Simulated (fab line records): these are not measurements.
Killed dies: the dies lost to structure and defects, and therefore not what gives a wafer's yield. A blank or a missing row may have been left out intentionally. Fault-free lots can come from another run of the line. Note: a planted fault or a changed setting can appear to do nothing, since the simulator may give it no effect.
The same fault as seen by 2 desks | flow gf180mcu | every desk sees just its own numbers, and what lay behind them comes last

== METROLOGY DESK ==
Means of the sampled wafers that have a number, per lot and without regard to the tool the lot ran on: this is what the gauges read. A lot is out of limits, marked OUT, if its mean lies more than 4 standard deviations from the usual mean; the brackets give that distance.
Columns: A = TOP_METAL_ALCU_RS at GF_TOP_METAL_RS_MEAS_05, usual 0.0329 ohm/sq; B = TOP_METAL_ALCU_THK at GF_TOP_METAL_THK_MEAS_06, usual 911 nm; C = PASSIVATION_CVD_02_THK at GF_PASSIVATION_THK_MEAS_03, usual 700 nm
lot  | first seen here | A                | B             | C
L578 | day 27 11:05    | 0.0331           | 907           | 691
L581 | day 28 07:06    | 0.0327           | 917           | 691
L582 | day 28 18:22    | 0.0331           | 906           | 696
L583 | day 29 01:42    | 0.0335           | 884           | 688
L584 | day 29 08:09    | 0.0329           | 900           | 704
L587 | day 30 07:15    | 0.0404 (+23) OUT | 789 (-11) OUT | 699
L590 | day 31 12:43    | 0.0330           | 902           | 696
L593 | day 32 00:51    | 0.0532 (+62) OUT | 573 (-31) OUT | 700
L591 | day 32 02:22    | 0.0420 (+27) OUT | 742 (-15) OUT | 693
L595 | day 32 12:52    | 0.0325           | 919           | 692
L596 | day 32 17:30    | 0.0328           | 924           | 694
L600 | day 33 11:31    | 0.0330           | 901           | 703
This desk finds L587, L591, L593 out of limits, with the earliest case on L587 at day 30 07:15 (TOP_METAL_ALCU_RS at GF_TOP_METAL_RS_MEAS_05). Within limits: L578, L581, L582, L583, L584, L590, L595, L596, L600.

== TOOL OWNER'S DESK, pvd_sputter-01 ==
The tool's own readings at GF_TOP_METAL_SPUTTER_02 (material AlCu, target thk 900 nm, time 47.82 s): means of the sampled wafers that have a number, for each lot that ran on this tool. A lot is out of limits, marked OUT, if its mean lies more than 4 standard deviations from the usual mean; the brackets give that distance.
Columns: A = throttle_valve_pct at GF_TOP_METAL_SPUTTER_02, usual 29.8 %
lot  | first seen here | A
L578 | day 27 10:59    | 29.7
L581 | day 28 07:01    | 29.6
L582 | day 28 18:16    | 29.8
L583 | day 29 01:37    | 30.0
L584 | day 29 08:02    | 29.7
L587 | day 30 07:10    | 29.3
L593 | day 32 00:44    | 28.8
L591 | day 32 02:16    | 28.9
This desk found nothing out of limits on any of the 8 lots.

== TAKEN TOGETHER ==
On L587, L591, L593, the metrology desk was in a position to raise an alarm at day 30 07:15.
The tool owner's desk saw nothing out of limits.
On record at the tool owner's desk: L587, L591, L593, within its limits.
Every lot named ran GF_TOP_METAL_SPUTTER_02 on pvd_sputter-01.

== WHAT THE SIMULATOR HAD INSERTED ==
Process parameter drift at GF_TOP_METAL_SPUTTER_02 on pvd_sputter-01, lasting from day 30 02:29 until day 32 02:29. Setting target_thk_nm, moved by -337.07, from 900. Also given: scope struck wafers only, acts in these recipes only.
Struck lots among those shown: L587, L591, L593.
Per desk, hours elapsed from the start of the fault to the first reading out of limits: for the metrology desk, 5.
